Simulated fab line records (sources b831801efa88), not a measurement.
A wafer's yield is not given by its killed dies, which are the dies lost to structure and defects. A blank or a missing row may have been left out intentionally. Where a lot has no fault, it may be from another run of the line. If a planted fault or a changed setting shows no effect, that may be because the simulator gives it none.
fab line records | flow sky130
[record] lots = 13 | wafers = 39 | lastDay = 50
route steps=708 shown FIELD_ISO@17 NWELL@81 VT_ADJUST_LVTN@115 LDD_HVN@275 PAD_OPEN@708
lots that met no fault: from a run of the same line without faults
startH: hours from the record's first day to the start of the lot's first wafer shown | waitH: time in hours since the lot's previous step | " identical to the entry in the row above | L1.1+2: a single row standing in for several wafers | - either no value or no given start | * or withheld: withheld | < > ~ a bound
route shown NAME@n: a module of which the file shows steps, and the number in the route of the first | usual: average and standard deviation across the fault-free wafers | same: alike in all rows | chamber/n: place in a boat | sites: the reading at each site | _std_site: how widely they spread, as a standard deviation | _edge_site: mean of outer sites minus mean of inner sites | radiusMm: for every site, how far away it sits from the centre of the wafer | mask NAME#n: copy n | behind: the last tool/chamber to shape the wafer | hold: why the lot was held/for how many hours/how that ended | device: the n, p or np transistor that did not switch | end of line: the same wafers' tests at the end of the route | a step given without rows: its recipe and nothing more | killed: dies lost to structure and defects at the first sort, not the wafer's yield | map: the dies of a wafer, with x for killed, . for not killed, _ for no die there
set.NAME: the setting the step ran with; set.NAME@STEP: the setting that earlier step ran with | model.NAME: the simulator's own value behind a step, which no gauge read
one table for each step of the route and one row for each wafer, over a sample of lots
services: the hour from which a tool's chamber was out of use, counted from the record's first day as startH (under 0 if before that day), plus the number of hours and why
[[steps]]
[step SKY_FIELD_ISO_STRIP_16]
[recipe] chemistry = O2/N2 | powerW = 1400 | pressureMtorr = 1500 | platenTempC = withheld | o2FlowSccm = 3000 | n2FlowSccm = 300 | overashFraction = 0.5
[usual] drypumpMotorCurrentA = 5.7/0.34 | oesProductAu = 0.378/0.0046 | stripTimeToEndpointS = 3.546/0.026
lot.wafer | tool           | chamber | startH | waitH | drypumpMotorCurrentA | oesProductAu | rfHoursCounterH | stripTimeToEndpointS
L396.1    | plasmaAsher-01 | 1       | 38.18  | 0.0   | 5.8                  | 0.380        | 22              | 3.539
L396.4    | "              | 1       | "      | "     | 5.7                  | 0.381        | -               | 3.552
L396.6    | "              | 1       | "      | "     | 5.7                  | 0.369        | -               | 3.570
L397.3    | plasmaAsher-03 | 1       | 43.96  | 0.1   | 5.9                  | 0.375        | -               | 3.483
L397.5    | "              | 0       | "      | "     | 5.8                  | 0.373        | -               | 3.493
L397.6    | "              | 1       | "      | "     | 6.0                  | 0.369        | -               | 3.532
L399.1    | plasmaAsher-01 | 0       | 55.82  | 0.0   | 5.3                  | 0.386        | 23              | 3.573
L399.2    | "              | 1       | "      | "     | 5.7                  | 0.376        | 23              | 3.583
L399.4    | "              | 0       | "      | "     | 5.3                  | 0.379        | -               | 3.540
L400.2    | plasmaAsher-01 | 0       | 59.63  | 0.0   | 5.2                  | 0.384        | 24              | 3.537
L400.3    | "              | 0       | "      | "     | 5.2                  | 0.378        | -               | 3.517
L400.4    | "              | 1       | "      | "     | 5.7                  | 0.377        | -               | 3.522
L402.2    | plasmaAsher-03 | 1       | 72.69  | 0.0   | 6.0                  | 0.378        | 38              | 3.547
L402.5    | "              | 0       | "      | "     | 5.8                  | 0.379        | -               | 3.579
L402.6    | "              | 1       | "      | "     | 6.0                  | 0.376        | -               | 3.516
L403.1    | plasmaAsher-01 | 1       | 75.24  | 0.0   | 5.7                  | 0.371        | 25              | 3.556
L403.4    | "              | 1       | "      | "     | 5.7                  | 0.380        | -               | 3.550
L403.5    | "              | 0       | "      | "     | 5.3                  | 0.381        | -               | 3.524
L405.2    | plasmaAsher-03 | 0       | 84.82  | 0.0   | 5.8                  | 0.378        | 39              | 3.536
L405.5    | "              | 1       | "      | "     | 5.9                  | 0.383        | -               | 3.529
L405.6    | "              | 0       | "      | "     | 5.8                  | 0.379        | -               | 3.516
L406.1    | plasmaAsher-02 | 0       | 90.38  | 0.0   | 6.6                  | 0.379        | 40              | 3.574
L406.3    | "              | 0       | "      | "     | 6.6                  | 0.382        | -               | 3.568
L406.6    | "              | 1       | "      | "     | 5.4                  | 0.383        | -               | 3.577
L407.1    | plasmaAsher-03 | 0       | 97.38  | 0.0   | 5.8                  | 0.373        | 40              | 3.522
L407.3    | "              | 0       | "      | "     | 5.8                  | 0.378        | -               | 3.567
L407.5    | "              | 0       | "      | "     | 5.8                  | 0.382        | -               | 3.583
L409.1    | plasmaAsher-01 | 0       | 113.51 | 0.0   | 5.3                  | 0.376        | 29              | 3.603
L409.3    | "              | 1       | "      | "     | 5.8                  | 0.376        | -               | 3.548
L409.6    | "              | 0       | "      | "     | 5.3                  | 0.372        | -               | 3.517
L414.1    | plasmaAsher-01 | 0       | 130.97 | 0.0   | 5.3                  | 0.377        | 32              | 3.575
L414.2    | "              | 1       | "      | "     | 5.7                  | 0.378        | 32              | 3.525
L414.4    | "              | 0       | "      | "     | 5.3                  | 0.379        | -               | 3.545
L415.2    | plasmaAsher-03 | 1       | 139.59 | 0.0   | 6.0                  | 0.378        | 46              | 3.514
L415.3    | "              | 0       | "      | "     | 5.8                  | 0.376        | -               | 3.510
L415.6    | "              | 0       | "      | "     | 5.8                  | 0.373        | -               | 3.515
L416.2    | plasmaAsher-02 | 0       | 145.83 | 0.0   | 6.6                  | 0.374        | 0               | 3.568
L416.3    | "              | 1       | "      | "     | 5.5                  | 0.372        | -               | 3.517
L416.4    | "              | 0       | "      | "     | 6.6                  | 0.372        | -               | 3.517
[step SKY_NWELL_RTA_28]
[recipe] tempC = 1050 | timeS = 30 | idleTempC = 650 | rampUpCPerS = 150 | rampDownCPerS = 90 | ambient = N2
[usual] lampPowerPct = 25.31/0.055 | wafer_temp_C_max = 1054.8/0.96
lot.wafer | tool         | chamber | startH | waitH | lampPowerPct | wafer_temp_C_max
L396.1    | rtpAnneal-01 | 0       | 117.67 | 0.0   | 25.40        | 1055.3
L396.4    | "            | 0       | "      | "     | 25.32        | 1053.9
L396.6    | "            | 0       | "      | "     | 25.32        | 1055.2
L397.3    | rtpAnneal-02 | 0       | 124.45 | 0.0   | 25.19        | 1055.7
L397.5    | "            | 0       | "      | "     | 25.33        | 1053.5
L397.6    | "            | 0       | "      | "     | 25.26        | 1054.2
L399.1    | rtpAnneal-01 | 0       | 136.15 | 0.0   | 25.26        | 1053.5
L399.2    | "            | 0       | "      | "     | 25.29        | 1053.6
L399.4    | "            | 0       | "      | "     | 25.24        | 1054.4
L400.2    | rtpAnneal-02 | 0       | 136.52 | 0.0   | 25.33        | 1054.6
L400.3    | "            | 0       | "      | "     | 25.34        | 1056.2
L400.4    | "            | 0       | "      | "     | 25.42        | 1055.2
L402.2    | rtpAnneal-01 | 0       | 152.47 | 0.0   | 25.33        | 1055.5
L402.5    | "            | 0       | "      | "     | 25.32        | 1054.0
L402.6    | "            | 0       | "      | "     | 25.33        | 1055.1
L403.1    | rtpAnneal-01 | 0       | 157.99 | 0.0   | 25.36        | 1053.4
L403.4    | "            | 0       | "      | "     | 25.26        | 1053.9
L403.5    | "            | 0       | "      | "     | 25.21        | 1054.2
L405.2    | rtpAnneal-01 | 0       | 168.30 | 0.0   | 25.40        | 1056.6
L405.5    | "            | 0       | "      | "     | 25.34        | 1053.7
L405.6    | "            | 0       | "      | "     | 25.31        | 1055.7
L406.1    | rtpAnneal-01 | 0       | 176.31 | 0.0   | 25.31        | 1054.9
L406.3    | "            | 0       | "      | "     | 25.26        | 1053.8
L406.6    | "            | 0       | "      | "     | 25.30        | 1055.2
L407.1    | rtpAnneal-02 | 0       | 180.13 | 0.0   | 25.22        | 1056.7
L407.3    | "            | 0       | "      | "     | 25.26        | 1054.5
L407.5    | "            | 0       | "      | "     | 25.30        | 1053.7
L409.1    | rtpAnneal-01 | 0       | 208.35 | 0.0   | 25.21        | 1053.7
L409.3    | "            | 0       | "      | "     | 25.24        | 1054.5
L409.6    | "            | 0       | "      | "     | 25.43        | 1053.4
L414.1    | rtpAnneal-02 | 0       | 223.51 | 0.0   | 25.37        | 1054.7
L414.2    | "            | 0       | "      | "     | 25.24        | 1054.0
L414.4    | "            | 0       | "      | "     | 25.29        | 1055.2
L415.2    | rtpAnneal-02 | 0       | 231.26 | 0.0   | 25.37        | 1055.2
L415.3    | "            | 0       | "      | "     | 25.26        | 1054.2
L415.6    | "            | 0       | "      | "     | 25.31        | 1054.6
L416.2    | rtpAnneal-02 | 0       | 236.99 | 0.0   | 25.28        | 1054.7
L416.3    | "            | 0       | "      | "     | 25.32        | 1054.9
L416.4    | "            | 0       | "      | "     | 25.27        | 1054.5
[step SKY_VT_ADJUST_LVTN_OVL_MEAS_18]
[usual] VT_ADJUST_LVTN_01_OVL = -0.6/1.3
lot.wafer | tool       | chamber | startH | waitH | VT_ADJUST_LVTN_01_OVL[nm]
L396.1    | overlay-01 | -       | 178.12 | 0.1   | -0.9
L396.4    | "          | -       | "      | "     | -1.5
L396.6    | "          | -       | "      | "     | -0.2
L397.3    | overlay-02 | -       | 184.03 | 0.1   | -1.0
L397.5    | "          | -       | "      | "     | -0.6
L397.6    | "          | -       | "      | "     | -0.4
L399.1    | overlay-01 | -       | 198.31 | 0.1   | -1.8
L399.2    | "          | -       | "      | "     | -2.1
L399.4    | "          | -       | "      | "     | -3.7
L400.2    | overlay-02 | -       | 198.44 | 0.1   | -0.3
L400.3    | "          | -       | "      | "     | 0.1
L400.4    | "          | -       | "      | "     | -0.3
L402.2    | overlay-02 | -       | 215.47 | 0.1   | -1.1
L402.5    | "          | -       | "      | "     | 0.4
L402.6    | "          | -       | "      | "     | 0.7
L403.1    | overlay-02 | -       | 221.69 | 0.1   | 1.7
L403.4    | "          | -       | "      | "     | -1.1
L403.5    | "          | -       | "      | "     | -0.2
L405.2    | overlay-01 | -       | 234.22 | 0.1   | -1.8
L405.5    | "          | -       | "      | "     | -2.9
L405.6    | "          | -       | "      | "     | -1.8
L406.1    | overlay-01 | -       | 243.19 | 0.1   | -1.2
L406.3    | "          | -       | "      | "     | 0.5
L406.6    | "          | -       | "      | "     | 0.5
L407.1    | overlay-01 | -       | 247.76 | 0.1   | 0.0
L407.3    | "          | -       | "      | "     | 0.1
L407.5    | "          | -       | "      | "     | -1.1
L409.1    | overlay-02 | -       | 278.89 | 0.1   | 0.3
L409.3    | "          | -       | "      | "     | 1.5
L409.6    | "          | -       | "      | "     | 0.0
L414.1    | overlay-01 | -       | 296.76 | 0.1   | -1.2
L414.2    | "          | -       | "      | "     | -2.7
L414.4    | "          | -       | "      | "     | -2.4
L415.2    | overlay-01 | -       | 305.82 | 0.1   | -0.7
L415.3    | "          | -       | "      | "     | -0.7
L415.6    | "          | -       | "      | "     | 0.3
L416.2    | overlay-02 | -       | 310.67 | 0.1   | 0.9
L416.3    | "          | -       | "      | "     | 0.1
L416.4    | "          | -       | "      | "     | 0.4
[step SKY_LDD_HVN_IMPLANT_08]
[recipe] species = P | energyKev = 60 | doseCm2 = 3e+13 | tiltDeg = 40
[usual] beamEnergyKeV = 60.005/0.02 | endStationPressureTorr = 5.15e-06/2.7e-07
lot.wafer | tool         | chamber | startH | waitH | beamEnergyKeV | endStationPressureTorr
L396.1    | implanter-01 | 0       | 488.85 | 0.0   | 59.993        | 4.52e-06
L396.4    | "            | 0       | "      | "     | 60.022        | 5.21e-06
L396.6    | "            | 0       | "      | "     | 59.993        | 5.52e-06
L397.3    | implanter-03 | 0       | 498.00 | 0.1   | 59.956        | 5.18e-06
L397.5    | "            | 0       | "      | "     | 59.987        | 5.38e-06
L397.6    | "            | 0       | "      | "     | 59.990        | 4.99e-06
L400.2    | implanter-04 | 0       | 517.97 | 0.0   | 60.022        | 4.78e-06
L400.3    | "            | 0       | "      | "     | 60.047        | 5.48e-06
L400.4    | "            | 0       | "      | "     | 60.032        | 5.05e-06
L399.1    | implanter-01 | 0       | 518.25 | 0.0   | 60.021        | 5.2e-06
L399.2    | "            | 0       | "      | "     | 60.003        | 5.3e-06
L399.4    | "            | 0       | "      | "     | 60.006        | 4.98e-06
L402.2    | implanter-01 | 0       | 534.13 | 0.0   | 60.020        | 4.79e-06
L402.5    | "            | 0       | "      | "     | 60.023        | 5.37e-06
L402.6    | "            | 0       | "      | "     | 60.034        | 5.01e-06
L403.1    | implanter-03 | 0       | 553.40 | 0.0   | 60.002        | 5.44e-06
L403.4    | "            | 0       | "      | "     | 59.977        | 4.87e-06
L403.5    | "            | 0       | "      | "     | 59.990        | 4.73e-06
L405.2    | implanter-03 | 0       | 564.48 | 0.0   | 60.011        | 4.85e-06
L405.5    | "            | 0       | "      | "     | 59.994        | 5.2e-06
L405.6    | "            | 0       | "      | "     | 60.028        | 5.17e-06
L406.1    | implanter-01 | 0       | 570.34 | 0.0   | 60.029        | 4.96e-06
L406.3    | "            | 0       | "      | "     | 60.028        | 5.33e-06
L406.6    | "            | 0       | "      | "     | 60.022        | 5.41e-06
L407.1    | implanter-03 | 0       | 573.25 | 0.0   | 61.903        | 5.33e-06
L407.3    | "            | 0       | "      | "     | 61.897        | 5.57e-06
L407.5    | "            | 0       | "      | "     | 61.899        | 5.08e-06
L409.1    | implanter-03 | 0       | 612.85 | 0.0   | 61.890        | 4.86e-06
L409.3    | "            | 0       | "      | "     | 61.910        | 5.07e-06
L409.6    | "            | 0       | "      | "     | 61.887        | 5.4e-06
L414.1    | implanter-04 | 0       | 632.45 | 0.0   | 60.003        | 5.56e-06
L414.2    | "            | 0       | "      | "     | 59.962        | 5.26e-06
L414.4    | "            | 0       | "      | "     | 59.987        | 5.58e-06
L415.2    | implanter-01 | 0       | 647.17 | 0.0   | 59.988        | 5.18e-06
L415.3    | "            | 0       | "      | "     | 60.014        | 4.58e-06
L415.6    | "            | 0       | "      | "     | 60.009        | 5.65e-06
L416.2    | implanter-04 | 0       | 652.83 | 0.0   | 60.001        | 5.59e-06
L416.3    | "            | 0       | "      | "     | 59.988        | 4.85e-06
L416.4    | "            | 0       | "      | "     | 59.993        | 5.14e-06
[step SKY_PAD_OPEN_PROBE_99]
[usual] killed_at_M0_to_M3 = 45/7.3 | killed_at_M4_up = 3.2/1.8 | killedAtContacts = 25/5.5 | killedAtFrontEnd = 15/4.2 | killedAtOther = 0.3/0.69 | killedDies = 89/9.4 | killedOpen = 49/6.6 | killedShort = 40/6.4
[same] grossDies = 492 | killedAtBackSide = 0
lot.wafer | tool      | chamber | startH  | waitH | killed_at_M0_to_M3 | killed_at_M4_up | killedAtContacts | killedAtFrontEnd | killedAtOther | killedDies | killedOpen | killedShort
L400.2    | prober-01 | -       | 1108.33 | 0.1   | 47                 | 1               | 23               | 13               | 0             | 84         | 53         | 31
L400.3    | prober-01 | -       | 1108.38 | 0.2   | 48                 | 5               | 29               | 12               | 0             | 94         | 50         | 44
L400.4    | prober-01 | -       | 1108.43 | 0.2   | 46                 | 5               | 31               | 17               | 0             | 99         | 48         | 51
L409.1    | prober-01 | -       | 1167.76 | 0.1   | 45                 | 4               | 19               | 15               | 0             | 83         | 43         | 40
L409.3    | prober-01 | -       | 1167.86 | 0.2   | 40                 | 3               | 22               | 13               | 1             | 79         | 40         | 38
L409.6    | prober-01 | -       | 1168.01 | 0.2   | 33                 | 3               | 20               | 15               | 0             | 71         | 39         | 32
L414.1    | prober-02 | -       | 1184.69 | 0.1   | 38                 | 2               | 22               | 20               | 0             | 82         | 45         | 37
L414.2    | prober-02 | -       | 1184.74 | 0.1   | 48                 | 1               | 32               | 12               | 0             | 93         | 52         | 41
L414.4    | prober-02 | -       | 1184.84 | 0.2   | 55                 | 1               | 28               | 8                | 0             | 92         | 55         | 37
L415.2    | prober-01 | -       | 1189.63 | 0.1   | 28                 | 2               | 31               | 19               | 0             | 80         | 49         | 30
L415.3    | prober-01 | -       | 1189.68 | 0.2   | 39                 | 2               | 18               | 16               | 1             | 76         | 50         | 24
L415.6    | prober-01 | -       | 1189.83 | 0.2   | 44                 | 3               | 22               | 8                | 0             | 77         | 45         | 32
// killed by level:class
L400.2 LI_CONTACT:geometricParticle:open=10 VIA2:geometricParticle:open=9 VIA1:geometricParticle:open=8 CONTACT:geometricParticle:open=8 METAL1:geometricParticle:short=7 METAL2:geometricParticle:short=6 VIA3:geometricParticle:open=6 POLY_GATE:geometricParticle:open=5
L400.3 LI_CONTACT:geometricParticle:open=10 VIA1:geometricParticle:open=10 METAL1:geometricParticle:short=9 CONTACT:geometricParticle:open=8 METAL2:geometricParticle:short=6 VIA3:geometricParticle:open=6 LOCAL_INTERCONNECT:geometricParticle:short=5 METAL4:geometricParticle:short=5
L400.4 VIA1:geometricParticle:open=9 POLY_GATE:geometricParticle:short=8 METAL2:geometricParticle:short=7 CONTACT:geometricParticle:open=7 CONTACT:geometricParticle:short=7 VIA3:geometricParticle:open=7 VIA2:geometricParticle:open=6 LOCAL_INTERCONNECT:geometricParticle:short=6
L409.1 VIA1:geometricParticle:open=9 METAL2:geometricParticle:short=8 LI_CONTACT:geometricParticle:open=7 VIA3:geometricParticle:open=7 CONTACT:geometricParticle:open=6 METAL1:geometricParticle:short=6 VIA2:geometricParticle:open=6 VIA1:geometricParticle:short=5
L409.3 LI_CONTACT:geometricParticle:open=9 METAL2:geometricParticle:short=8 VIA1:geometricParticle:open=7 VIA2:geometricParticle:open=7 CONTACT:geometricParticle:open=5 FIELD_ISO:geometricParticle:open=4 FIELD_ISO:geometricParticle:short=4 VIA3:geometricParticle:short=4
L409.6 CONTACT:geometricParticle:open=8 VIA1:geometricParticle:open=6 METAL2:geometricParticle:short=6 VIA3:geometricParticle:open=6 METAL3:geometricParticle:short=5 FIELD_ISO:geometricParticle:open=4 POLY_GATE:geometricParticle:open=4 LI_CONTACT:geometricParticle:short=4
L414.1 CONTACT:geometricParticle:open=8 LI_CONTACT:geometricParticle:open=7 VIA3:geometricParticle:open=7 FIELD_ISO:geometricParticle:short=6 VIA1:geometricParticle:open=6 METAL2:geometricParticle:short=5 VIA1:geometricParticle:short=5 VIA2:geometricParticle:open=5
L414.2 VIA1:geometricParticle:open=13 CONTACT:geometricParticle:open=13 LI_CONTACT:geometricParticle:open=8 METAL2:geometricParticle:short=7 VIA3:geometricParticle:short=6 CONTACT:geometricParticle:short=5 METAL1:geometricParticle:short=5 LOCAL_INTERCONNECT:geometricParticle:short=4
L414.4 VIA1:geometricParticle:open=11 CONTACT:geometricParticle:open=10 VIA3:geometricParticle:open=9 CONTACT:geometricParticle:short=9 METAL2:geometricParticle:short=8 LI_CONTACT:geometricParticle:open=6 VIA3:geometricParticle:short=5 METAL1:geometricParticle:open=5
L415.2 CONTACT:geometricParticle:open=11 VIA2:geometricParticle:open=8 LI_CONTACT:geometricParticle:open=7 LOCAL_INTERCONNECT:geometricParticle:short=7 VIA3:geometricParticle:open=6 FIELD_ISO:geometricParticle:short=5 POLY_GATE:geometricParticle:open=5 CONTACT:geometricParticle:short=4
L415.3 VIA1:geometricParticle:open=11 FIELD_ISO:geometricParticle:open=8 CONTACT:geometricParticle:open=7 METAL1:geometricParticle:short=6 VIA3:geometricParticle:open=6 LI_CONTACT:geometricParticle:open=5 VIA2:geometricParticle:open=5 LOCAL_INTERCONNECT:geometricParticle:short=3
L415.6 VIA3:geometricParticle:open=12 VIA1:geometricParticle:open=8 LI_CONTACT:geometricParticle:open=7 VIA1:geometricParticle:short=7 METAL1:geometricParticle:short=5 METAL2:geometricParticle:short=5 FIELD_ISO:geometricParticle:open=4 CONTACT:geometricParticle:short=4
[[services]]
tool           | chamber | startH | hours | kind
implanter-01   | -       | 25.58  | 4.5   | pm
plasmaAsher-01 | -       | 39.78  | 9.3   | repair
implanter-03   | -       | 74.66  | 2.4   | repair
rtpAnneal-01   | -       | 83.50  | 3.7   | pm
implanter-01   | -       | 94.78  | 3.2   | repair
implanter-01   | -       | 158.35 | 1.1   | repair
implanter-01   | -       | 164.60 | 1.5   | repair
plasmaAsher-03 | -       | 169.66 | 6.6   | repair
implanter-03   | -       | 179.70 | 5.0   | repair
plasmaAsher-03 | -       | 216.49 | 14.6  | pm
plasmaAsher-01 | -       | 249.72 | 1.3   | repair
rtpAnneal-02   | -       | 271.39 | 0.7   | pm
implanter-01   | -       | 279.48 | 4.0   | repair
implanter-01   | -       | 284.03 | 1.2   | repair
implanter-01   | -       | 293.68 | 2.1   | pm
rtpAnneal-02   | -       | 306.73 | 3.9   | pm
implanter-01   | -       | 307.49 | 5.0   | pm
implanter-03   | -       | 328.58 | 1.1   | repair
plasmaAsher-01 | -       | 401.25 | 3.0   | repair
plasmaAsher-03 | -       | 409.29 | 1.7   | repair
plasmaAsher-03 | -       | 421.25 | 9.0   | pm
implanter-03   | -       | 423.62 | 30.0  | pm
implanter-03   | -       | 475.47 | 6.1   | pm
plasmaAsher-01 | -       | 599.68 | 2.8   | pm
[[key]]
[firstSign] step = SKY_LDD_HVN_IMPLANT_08 | reading = beamEnergyKeV | direction = up | sigmas = 95 | usual = * | struck = *
effect none on later readings
metAt SKY_LDD_HVN_IMPLANT_08
struckLots L407,L409
testerLeftOut L407,L409
notActingAt SKY_FIELD_ISO_STRIP_16,SKY_NWELL_RTA_28,SKY_VT_ADJUST_LVTN_OVL_MEAS_18
onsetBetween 564.48 573.25
[fault] kind = processParameterDrift | tool = implanter-03 | chamber = - | onsetH = 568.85 | steps = SKY_LDD_HVN_IMPLANT_08 | channel = energyKev | offset = * | shape = step | endH = 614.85 | actsIn = * | stated = *
// testerLeftOut: of these lots the tester's yield and bins aren't shown, on N5 and GAA mostly nor the transistor test; their killed dies are dies lost to structure and defects alone, not to doping, threshold or leakage, so they don't give the yield
